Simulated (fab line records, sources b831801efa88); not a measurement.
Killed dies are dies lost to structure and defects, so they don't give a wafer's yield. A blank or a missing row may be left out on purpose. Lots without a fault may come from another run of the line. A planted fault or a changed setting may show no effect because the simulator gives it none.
fab line records | flow sky130
record lots=13 wafers=39 last_day=50
route steps=708 shown VT_ADJUST_HVTP@94 METAL1@439 VIA1@461
lots that met no fault: from a run of the same line without faults
start_h: hours from the record's first day to the start of the lot's first wafer shown | wait_h: hours since the lot's step before | " the same as in the row above | L1.1+2: a row that stands for several wafers | - no value, or no start given | * or withheld: withheld | < > ~ a bound
route shown NAME@n: a module of which the file shows steps, and the number in the route of the first | usual: mean/standard deviation of fault-free wafers | same: alike in all rows | chamber/n: place in a boat | sites: the reading at each site | _std_site: their standard deviation | _edge_site: outer sites' mean less inner sites' | radius_mm: how far each site lies from the wafer's centre | mask NAME#n: copy n | behind: the tool/chamber that last shaped the wafer | hold: why the lot was held/for how many hours/how that ended | device: the transistor (n, p or np) that didn't switch | end of line: the same wafers' tests at the end of the route | a step without rows: its recipe alone | killed: dies lost to structure and defects at the first sort, not the wafer's yield | map: a wafer's dies, x killed, . not, _ none there
set.NAME: the setting as run; set.NAME@STEP: as run at that earlier step | model.NAME: the simulator's own value behind a step, which no gauge read
steps of the route over a sample of lots; a table a step, a row a wafer
services: from which hour (start_h, from the record's first day; less than 0 if before it) a tool's chamber was out of use, for how many hours, and why
## steps
# step SKY_VT_ADJUST_HVTP_IMPLANT_09
# recipe species=As energy_kev=150 dose_cm2=4.3e+12 tilt_deg=withheld
# usual beam_energy_keV=150.01/0.051 faraday_current_uA=24.3/0.49
# columns lot.wafer tool chamber start_h wait_h beam_energy_keV faraday_current_uA
L283.1 implanter-02 0 124.38 0.0 150.07 24.1
L283.2 " 0 " " 150.08 24.2
L283.3 " 0 " " 149.99 24.0
L284.1 implanter-01 0 132.15 0.0 149.90 24.3
L284.2 " 0 " " 149.96 24.4
L284.6 " 0 " " 150.01 24.3
L285.2 implanter-02 0 140.51 0.0 150.02 24.1
L285.4 " 0 " " 150.00 23.7
L285.6 " 0 " " 150.09 24.4
L286.2 implanter-02 0 150.37 0.0 150.08 25.1
L286.5 " 0 " " 150.10 24.7
L286.6 " 0 " " 150.10 24.1
L289.1 implanter-02 0 166.13 0.0 150.01 24.5
L289.2 " 0 " " 149.98 24.0
L289.4 " 0 " " 149.95 25.2
L295.1 implanter-02 0 208.50 0.0 167.86 23.8
L295.3 " 0 " " 167.91 23.7
L295.6 " 0 " " 167.89 23.9
L294.1 implanter-02 0 209.70 0.0 167.85 24.1
L294.2 " 0 " " 167.74 24.8
L294.5 " 0 " " 167.81 24.6
L296.1 implanter-03 0 213.95 0.0 150.00 23.6
L296.4 " 0 " " 150.02 24.6
L296.5 " 0 " " 150.03 24.3
L298.3 implanter-01 0 225.28 0.1 149.96 25.2
L298.5 " 0 " " 149.95 24.7
L298.6 " 0 " " 150.05 24.2
L299.2 implanter-03 0 232.62 0.0 149.92 24.1
L299.3 " 0 " " 149.93 24.4
L299.6 " 0 " " 149.95 24.9
L301.1 implanter-03 0 246.35 0.0 150.01 24.5
L301.4 " 0 " " 150.00 24.1
L301.5 " 0 " " 150.04 24.2
L302.3 implanter-01 0 249.32 0.1 149.99 24.8
L302.5 " 0 " " 150.03 24.2
L302.6 " 0 " " 149.95 24.4
L304.1 implanter-03 0 266.95 0.0 150.03 24.2
L304.2 " 0 " " 149.93 24.2
L304.3 " 0 " " 149.98 24.1
# step SKY_VT_ADJUST_HVTP_TW_MEAS_11
# usual VT_ADJUST_HVTP_TW=1357/12
# columns lot.wafer tool chamber start_h wait_h VT_ADJUST_HVTP_TW
L283.1 film_metro-01 - 124.63 0.1 1358
L283.2 " - " " 1355
L283.3 " - " " 1349
L284.1 film_metro-03 - 132.40 0.1 1357
L284.2 " - " " 1347
L284.6 " - " " 1348
L285.2 film_metro-01 - 140.74 0.1 1356
L285.4 " - " " 1357
L285.6 " - " " 1356
L286.2 film_metro-03 - 150.61 0.1 1345
L286.5 " - " " 1346
L286.6 " - " " 1342
L289.1 film_metro-01 - 166.38 0.1 1363
L289.2 " - " " 1365
L289.4 " - " " 1362
L295.1 film_metro-01 - 208.75 0.1 1390
L295.3 " - " " 1394
L295.6 " - " " 1389
L294.1 film_metro-03 - 209.95 0.1 1401
L294.2 " - " " 1390
L294.5 " - " " 1397
L296.1 film_metro-02 - 214.20 0.1 1369
L296.4 " - " " 1376
L296.5 " - " " 1382
L298.3 film_metro-01 - 225.50 0.1 1366
L298.5 " - " " 1354
L298.6 " - " " 1364
L299.2 film_metro-03 - 232.86 0.1 1343
L299.3 " - " " 1339
L299.6 " - " " 1336
L301.1 film_metro-01 - 246.60 0.1 1344
L301.4 " - " " 1358
L301.5 " - " " 1348
L302.3 film_metro-02 - 249.54 0.1 1380
L302.5 " - " " 1370
L302.6 " - " " 1374
L304.1 film_metro-03 - 267.20 0.1 1335
L304.2 " - " " 1335
L304.3 " - " " 1341
# step SKY_METAL1_RS_MEAS_05
# recipe thk_meas_gauge=four-point-probe reads=TiN_of_METAL1_SPUTTER_04+Ti_of_METAL1_SPUTTER_03+AlCu_of_METAL1_SPUTTER_02+TiN_of_METAL1_SPUTTER_01+Ti_of_METAL1_SPUTTER_00
# usual METAL1_ALCU_RS=0.1268/0.0014
# columns lot.wafer tool chamber start_h wait_h METAL1_ALCU_RS[ohm/sq]
L283.1 film_metro-03 - 743.14 0.0 0.1279
L283.2 " - " " 0.1292
L283.3 " - " " 0.1289
L284.1 film_metro-04 - 752.11 0.0 0.1265
L284.2 " - " " 0.1273
L284.6 " - " " 0.1279
L285.2 film_metro-03 - 762.84 0.0 0.1265
L285.4 " - " " 0.1258
L285.6 " - " " 0.1265
L286.2 film_metro-03 - 772.60 0.0 0.1277
L286.5 " - " " 0.1277
L286.6 " - " " 0.1266
L289.1 film_metro-03 - 798.78 0.0 0.1232
L289.2 " - " " 0.1228
L289.4 " - " " 0.1225
L294.1 film_metro-02 - 844.01 0.0 0.1255
L294.2 " - " " 0.1254
L294.5 " - " " 0.1249
L295.1 film_metro-02 - 845.00 0.0 0.1268
L295.3 " - " " 0.1254
L295.6 " - " " 0.1276
L299.2 film_metro-03 - 875.34 0.0 0.1255
L299.3 " - " " 0.1264
L299.6 " - " " 0.1261
L298.3 film_metro-03 - 876.14 0.1 0.1250
L298.5 " - " " 0.1261
L298.6 " - " " 0.1256
L296.1 film_metro-04 - 878.25 0.0 0.1264
L296.4 " - " " 0.1270
L296.5 " - " " 0.1272
L301.1 film_metro-02 - 884.77 0.0 0.1262
L301.4 " - " " 0.1272
L301.5 " - " " 0.1272
L302.3 film_metro-04 - 890.19 0.1 0.1259
L302.5 " - " " 0.1255
L302.6 " - " " 0.1248
L304.1 film_metro-02 - 910.54 0.0 0.1277
L304.2 " - " " 0.1286
L304.3 " - " " 0.1288
# step SKY_VIA1_BOW_MEAS_03
# recipe mode=bow
# usual VIA1_BOW=81/7.2
# columns lot.wafer tool chamber start_h wait_h VIA1_BOW[um]
L283.1 film_metro-03 - 770.64 0.2 77
L283.2 " - " " 64
L283.3 " - " " 72
L284.1 film_metro-01 - 780.86 0.2 69
L284.2 " - " " 78
L284.6 " - " " 85
L285.2 film_metro-01 - 791.96 0.2 76
L285.4 " - " " 74
L285.6 " - " " 79
L286.2 film_metro-03 - 800.84 0.3 89
L286.5 " - " " 83
L286.6 " - " " 70
L289.1 film_metro-02 - 826.95 0.2 77
L289.2 " - " " 72
L289.4 " - " " 69
L294.1 film_metro-03 - 871.37 0.1 89
L294.2 " - " " 76
L294.5 " - " " 79
L295.1 film_metro-03 - 872.57 0.1 77
L295.3 " - " " 69
L295.6 " - " " 76
L299.2 film_metro-02 - 901.89 0.2 74
L299.3 " - " " 82
L299.6 " - " " 97
L298.3 film_metro-01 - 903.05 0.3 78
L298.5 " - " " 83
L298.6 " - " " 84
L296.1 film_metro-02 - 906.03 0.1 69
L296.4 " - " " 84
L296.5 " - " " 87
L301.1 film_metro-01 - 911.65 0.1 70
L301.4 " - " " 69
L301.5 " - " " 80
L302.3 film_metro-03 - 917.42 0.2 95
L302.5 " - " " 85
L302.6 " - " " 78
L304.1 film_metro-01 - 937.34 0.2 74
L304.2 " - " " 93
L304.3 " - " " 67
# step SKY_VIA1_OVL_MEAS_13
# usual VIA1_OVL=5/4.6
# columns lot.wafer tool chamber start_h wait_h VIA1_OVL[nm]
L283.1 overlay-02 - 797.56 0.1 14
L283.2 " - " " 7
L283.3 " - " " 4
L284.1 overlay-02 - 807.74 0.1 1
L284.2 " - " " -1
L284.6 " - " " 1
L285.2 overlay-02 - 818.02 0.1 7
L285.4 " - " " 6
L285.6 " - " " 3
L286.2 overlay-02 - 827.02 0.1 5
L286.5 " - " " 4
L286.6 " - " " 10
L289.1 overlay-02 - 852.69 0.1 1
L289.2 " - " " 12
L289.4 " - " " 5
L294.1 overlay-02 - 896.66 0.1 7
L294.2 " - " " 6
L294.5 " - " " 4
L295.1 overlay-01 - 898.56 0.1 3
L295.3 " - " " -2
L295.6 " - " " 8
L299.2 overlay-01 - 927.25 0.1 0
L299.3 " - " " 1
L299.6 " - " " -1
L298.3 overlay-01 - 927.91 0.1 5
L298.5 " - " " 5
L298.6 " - " " 1
L296.1 overlay-02 - 930.44 0.1 6
L296.4 " - " " 5
L296.5 " - " " 13
L301.1 overlay-02 - 936.54 0.1 3
L301.4 " - " " 1
L301.5 " - " " 1
L302.3 overlay-01 - 942.02 0.1 4
L302.5 " - " " 8
L302.6 " - " " 1
L304.1 overlay-02 - 961.70 0.1 1
L304.2 " - " " 5
L304.3 " - " " 3
## services
# columns tool chamber start_h hours kind
implanter-02 - 108.66 1.7 repair
implanter-03 - 163.73 3.8 pm
implanter-01 - 164.39 3.7 repair
implanter-01 - 215.34 1.3 repair
implanter-03 - 263.29 1.4 repair
implanter-02 - 264.97 0.7 repair
## key
first_sign step=SKY_VT_ADJUST_HVTP_IMPLANT_09 reading=beam_energy_keV direction=up sigmas=99+ usual=* struck=*
effect step=SKY_VT_ADJUST_HVTP_TW_MEAS_11 reading=VT_ADJUST_HVTP_TW direction=up sigmas=2.9 usual=1357 struck=1394
met_at SKY_VT_ADJUST_HVTP_IMPLANT_09
struck_lots L294,L295
tester_left_out L294,L295
not_acting_at SKY_METAL1_RS_MEAS_05,SKY_VIA1_BOW_MEAS_03,SKY_VIA1_OVL_MEAS_13
onset_between 166.13 208.50
fault kind=process_parameter_drift tool=implanter-02 chamber=- onset_h=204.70 steps=SKY_VT_ADJUST_HVTP_IMPLANT_09 channel=energy_kev offset=* shape=step end_h=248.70 acts_in=* stated=*
# tester_left_out: of these lots the tester's yield and bins aren't shown, on N5 and GAA mostly nor the transistor test; their killed dies are dies lost to structure and defects alone, not to doping, threshold or leakage, so they don't give the yield
